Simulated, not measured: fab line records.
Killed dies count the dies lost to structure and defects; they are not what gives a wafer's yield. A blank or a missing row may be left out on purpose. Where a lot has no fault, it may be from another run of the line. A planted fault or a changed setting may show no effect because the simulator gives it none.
8D (eight disciplines) problem report, filled in by code + flow gf180mcu + the parts of the form that need people (team, actions taken, sign-off) are left out

== 1. WHAT WENT WRONG ==
Mean HV_LDD_RS at GF_HV_LDD_RS_MEAS_53: 405.1 ohm/sq over 6 wafers in 2 lots; fault-free wafers: 418.4 ohm/sq, standard deviation 0.9. That is -15 standard deviations from the usual mean.
The step: measures by four-point-probe.
First seen on wafer L476.3, day 14 19:11, on film metro-04. The record holds 42 wafers of 14 lots with a number at this step. Rule for "out", or "out of limits": more than 4 standard deviations from the usual mean. The rest of the wafers with a number are treated as sound.

== 2. WHAT IT IS, WHAT IT ISN'T ==
| question                    | is                           | is not                                                                                                              |
|-----------------------------|------------------------------|---------------------------------------------------------------------------------------------------------------------|
| which readings at this step | HV_LDD_RS                    | -                                                                                                                   |
| which lots                  | L476, L477                   | L468, L469, L472, L480, L483, L485, L486, L487, L488, L489, L490, L491                                              |
| which wafers of those lots  | all that have a number       | -                                                                                                                   |
| read on which gauges        | film metro-01, film metro-04 | film metro-03                                                                                                       |
| when                        | from day 14 19:11            | up to then (9 sound wafers); but 27 sound wafers of L480, L483, L485, L486, L487, L488, L489, L490, L491 came after |

== 3. SUSPECTS, AND WHAT RULES EACH OUT ==
Counting: a tool stays on the suspect list if, at a process step up to the reading, it processed all lots that are out and no sound lot following the first of them.
- ruled out: the gauge at GF_HV_LDD_RS_MEAS_53. The wafers that are out were read on 2 gauges (film metro-01, film metro-04).
- implanter-04 at GF_HV_LDD_IMPLANT_33: ruled out as a lasting fault. The sound lots L483, L486, L487, L490, L489 went through it after L476, its earliest lot that is out (day 13 20:52).
Left after counting: nothing in the record.

== 4. THE CAUSE (what the simulator had put in) ==
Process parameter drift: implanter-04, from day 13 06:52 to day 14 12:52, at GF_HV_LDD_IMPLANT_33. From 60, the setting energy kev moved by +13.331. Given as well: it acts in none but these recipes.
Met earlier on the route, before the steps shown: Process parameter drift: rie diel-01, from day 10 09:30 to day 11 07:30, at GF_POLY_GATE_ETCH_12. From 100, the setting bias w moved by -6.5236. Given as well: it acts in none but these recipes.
It was ruled out by counting, in error; the rule expects a fault to strike all lots run on its tool from its start on, and this fault did not.

== 5. THE EFFECT CHAIN, in route order ==
Rows list readings where the struck wafers' mean (over those with a number) sits beyond 3 standard deviations from the usual. Only readings whose record carries a usual standard deviation are examined. hours: median over the lots of the time between each lot's start at the first step of this table that gives one and its start at this step. sigmas: the change, counted in usual standard deviations.
| hours | step                 | reading         | usual        | on struck wafers | change  | sigmas      |
|-------|----------------------|-----------------|--------------|------------------|---------|-------------|
| 0     | GF_HV_LDD_IMPLANT_33 | beam energy keV | 59.995       | 73.330           | +13.335 | +99 or more |
| 1     | GF_HV_LDD_TW_MEAS_38 | HV_LDD_3_TW     | 1449         | 1470             | +22     | +3.1        |
| 22    | GF_HV_LDD_RS_MEAS_53 | HV_LDD_RS       | 418.4 ohm/sq | 405.1            | -13.3   | -15         |
Its process steps:
- GF_HV_LDD_IMPLANT_33
Later measuring or inspecting steps at which every struck wafer that the step has a row for has a number for every such reading, and none has moved that far: GF_SAB_CD_MEAS_09.

== 6. HOW IT WOULD HAVE BEEN CAUGHT EARLIER ==
Counted from the fault's start at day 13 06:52, it took 36 hours until the first out-of-limits reading at a measuring or inspecting step in this record, taken at day 14 19:11.
At GF_HV_LDD_IMPLANT_33, the tool's own readings (beam energy keV) were out on each struck wafer the step has a row for, so an alarm limit on them would have fired on the first such wafer.
